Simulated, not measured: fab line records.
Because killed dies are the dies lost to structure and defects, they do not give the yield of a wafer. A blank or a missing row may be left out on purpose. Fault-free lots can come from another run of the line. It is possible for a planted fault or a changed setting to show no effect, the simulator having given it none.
Which tool was responsible? -- flow sky130 -- Sampling: 11 lots, 33 wafers, 6 of 708 route steps

WHAT EACH GAUGE READ, for each wafer
SKY_CONTACT_THK_MEAS_03. Usual: for CONTACT_HDPCVD_THK the level is 564 nm and the standard deviation is 6.4.
lot,measured,on,CONTACT_HDPCVD_THK (nm),flag
L636,day 30 16:21,filmMetro-01,566 566 571,
L637,day 31 13:19,filmMetro-04,562 555 555,
L639,day 31 20:46,filmMetro-03,558 555 553,
L642,day 32 18:23,filmMetro-01,573 455 572,OFF
L650,day 35 15:16,filmMetro-03,566 569 568,
L651,day 36 03:44,filmMetro-04,572 562 566,
L652,day 36 22:23,filmMetro-03,566 573 563,
L654,day 37 00:19,filmMetro-03,566 565 567,
L655,day 37 01:45,filmMetro-03,571 571 576,
L656,day 37 10:20,filmMetro-04,564 570 565,
L658,day 37 21:59,filmMetro-01,566 564 566,

SKY_CONTACT_CD_MEAS_14: the cd target is 170 nm. Usual: cdNm at 170.4 nm, with a standard deviation of 1.7.
lot,measured,on,cdNm (nm),flag
L636,day 31 20:24,cdSem-01,167.3 167.9 169.0,
L637,day 32 17:26,cdSem-01,172.0 171.6 171.5,
L639,day 33 00:58,cdSem-02,170.2 170.9 171.0,
L642,day 33 21:59,cdSem-01,170.5 168.7 170.5,
L650,day 36 18:16,cdSem-02,169.4 169.8 167.9,
L651,day 37 07:07,cdSem-01,171.2 172.8 171.8,
L652,day 38 00:35,cdSem-02,169.3 168.2 168.2,
L654,day 38 02:56,cdSem-01,171.6 172.1 172.3,
L655,day 38 03:53,cdSem-01,169.3 171.3 171.6,
L656,day 38 12:35,cdSem-02,171.8 169.2 169.0,
L658,day 38 23:40,cdSem-02,169.9 169.2 169.9,

TOOL THAT RAN EACH LOT (tool first, then ch and the chambers of the sampled wafers, then the start)
lot,SKY_SD_N_RTA_14,SKY_LI_CONTACT_SPUTTER_19,SKY_CONTACT_HDPCVD_02,SKY_CONTACT_CMP_04
L636,"rtpAnneal-02 ch 0, day 28 04:11","pvdSputter-01, day 29 10:07","hdpcvd-02 ch 0,1, day 30 16:15","cmp-01 ch 0,1, day 30 16:28"
L637,"rtpAnneal-01 ch 0, day 29 02:40","pvdSputter-01, day 30 08:09","hdpcvd-02 ch 0,1,2, day 31 13:16","cmp-02 ch 0,1,3, day 31 13:30"
L639,"rtpAnneal-01 ch 0, day 29 09:16","pvdSputter-04, day 30 14:58","hdpcvd-01 ch 0,2, day 31 20:40","cmp-02 ch 0,3, day 31 20:48"
L642,"rtpAnneal-02 ch 0, day 30 07:38","pvdSputter-01, day 31 12:43","hdpcvd-02 ch 1,2, day 32 18:19","cmp-02 ch 1,3, day 32 18:27"
L650,"rtpAnneal-02 ch 0, day 33 05:29","pvdSputter-01, day 34 09:59","hdpcvd-02 ch 0,1, day 35 15:10","cmp-01 ch 0,1,2, day 35 15:35"
L651,"rtpAnneal-01 ch 0, day 33 16:58","pvdSputter-02, day 34 22:04","hdpcvd-02 ch 0,2, day 36 03:40","cmp-01 ch 1,2,3, day 36 03:54"
L652,"rtpAnneal-02 ch 0, day 34 13:04","pvdSputter-02, day 35 17:25","hdpcvd-02 ch 0,1, day 36 22:17","cmp-02 ch 0,1, day 36 22:28"
L654,"rtpAnneal-02 ch 0, day 34 15:08","pvdSputter-02, day 35 19:56","hdpcvd-02 ch 0,2, day 37 00:14","cmp-01 ch 0,2,3, day 37 00:22"
L655,"rtpAnneal-01 ch 0, day 34 16:21","pvdSputter-01, day 35 20:55","hdpcvd-02 ch 1,2, day 37 01:40","cmp-02 ch 0,1,2, day 37 01:50"
L656,"rtpAnneal-02 ch 0, day 35 02:15","pvdSputter-02, day 36 06:07","hdpcvd-01 ch 0,1,2, day 37 10:16","cmp-02 ch 0,1,2, day 37 10:23"
L658,"rtpAnneal-02 ch 0, day 35 14:34","pvdSputter-04, day 36 18:14","hdpcvd-01 ch 0,1,2, day 37 21:55","cmp-01 ch 0,1,2, day 37 22:02"
- SKY_SD_N_RTA_14: time 2 s.
- SKY_LI_CONTACT_SPUTTER_19: material Ti, target thk 20 nm, time 106.37 s.
- SKY_CONTACT_HDPCVD_02: deposits SiO2, target thk 565 nm, time 94.2 s.
- SKY_CONTACT_CMP_04: polishes SiO2.

WHAT THE TOOLS THEMSELVES READ (means of the sampled wafers that have a number; where no wafer has one, the mark that the record gives instead)
SKY_SD_N_RTA_14. Usual: lampPowerPct 15.73 %, standard deviation 0.052; wafer_temp_C_max 1078.1, standard deviation 1.3.
lot,tool,lampPowerPct (%),wafer_temp_C_max,flag
L636,rtpAnneal-02,15.76,1078.7,
L637,rtpAnneal-01,15.70,1077.2,
L639,rtpAnneal-01,15.71,1079.4,
L642,rtpAnneal-02,15.76,1078.3,
L650,rtpAnneal-02,15.77,1078.5,
L651,rtpAnneal-01,15.68,1078.0,
L652,rtpAnneal-02,15.71,1078.8,
L654,rtpAnneal-02,15.70,1077.6,
L655,rtpAnneal-01,15.75,1077.1,
L656,rtpAnneal-02,15.73,1078.5,
L658,rtpAnneal-02,15.67,1077.0,

SKY_LI_CONTACT_SPUTTER_19. Usual: throttleValvePct at 29.9 %, with a standard deviation of 1.1.
lot,tool,throttleValvePct (%),flag
L636,pvdSputter-01,29.9,
L637,pvdSputter-01,29.4,
L639,pvdSputter-04,31.7,
L642,pvdSputter-01,29.7,
L650,pvdSputter-01,29.8,
L651,pvdSputter-02,28.9,
L652,pvdSputter-02,29.0,
L654,pvdSputter-02,29.5,
L655,pvdSputter-01,29.7,
L656,pvdSputter-02,29.2,
L658,pvdSputter-04,31.8,

SKY_CONTACT_HDPCVD_02. Usual: pressureMtorr 6.001 mTorr, standard deviation 0.012; sih4FlowSccm 59.99 sccm, standard deviation 0.19.
lot,tool,pressureMtorr (mTorr),sih4FlowSccm (sccm),flag
L636,hdpcvd-02,6.012,60.05,
L637,hdpcvd-02,5.996,59.93,
L639,hdpcvd-01,5.987,59.99,
L642,hdpcvd-02,6.002,55.97,OFF
L650,hdpcvd-02,6.000,59.91,
L651,hdpcvd-02,6.008,59.92,
L652,hdpcvd-02,6.019,59.90,
L654,hdpcvd-02,5.991,59.96,
L655,hdpcvd-02,6.003,59.93,
L656,hdpcvd-01,6.007,59.99,
L658,hdpcvd-01,6.007,59.87,

SKY_CONTACT_CMP_04. Usual: motorCurrentA 12.1 A, standard deviation 1.1; retainingRingPressureFrac 0.999, standard deviation 0.0047; slurryFilterDpKPa 13.50 kPa, standard deviation 0.15; timeToEndpointS 80 s, standard deviation 3.5.
lot,tool,motorCurrentA (A),retainingRingPressureFrac,slurryFilterDpKPa (kPa),timeToEndpointS (s),flag
L636,cmp-01,11.9,1.000,13.54,77,
L637,cmp-02,12.3,0.997,13.43,79,
L639,cmp-02,13.1,0.998,13.41,76,
L642,cmp-02,12.4,0.998,13.52,70,
L650,cmp-01,12.3,0.999,13.48,85,
L651,cmp-01,11.9,0.996,13.55,79,
L652,cmp-02,13.4,1.007,13.48,81,
L654,cmp-01,12.1,1.002,13.47,81,
L655,cmp-02,12.6,1.004,13.63,85,
L656,cmp-02,12.6,0.996,13.36,80,
L658,cmp-01,12.5,1.001,13.48,82,

THE ANSWER, worked out from the rows above alone
Rule: a lot is off if the mean of its wafers that have a number lies more than 3 standard deviations from the usual mean. Also off: a lot with no number at a reading for which 4 or more lots have one. Any other lot the step has rows for is counted as sound. After the gauges, taken in route order, come the tools' own readings; for these a lot's mean is taken, as printed above. The first step at which some lot is off is used, and at that step the reading that is off furthest; a lot without a number counts as furthest.
Off: L642, seen at SKY_CONTACT_THK_MEAS_03 (CONTACT_HDPCVD_THK).
If a tool, at a process step before that reading, ran all the lots that are off and no sound lot after the first of them, it fits. The gauges at SKY_CONTACT_THK_MEAS_03 aren't tried: what is off there is off at SKY_CONTACT_HDPCVD_02 too, on other tools, and a gauge's error can't cause that. None of those tried fits.

WHAT THE SIMULATOR HAD PUT IN
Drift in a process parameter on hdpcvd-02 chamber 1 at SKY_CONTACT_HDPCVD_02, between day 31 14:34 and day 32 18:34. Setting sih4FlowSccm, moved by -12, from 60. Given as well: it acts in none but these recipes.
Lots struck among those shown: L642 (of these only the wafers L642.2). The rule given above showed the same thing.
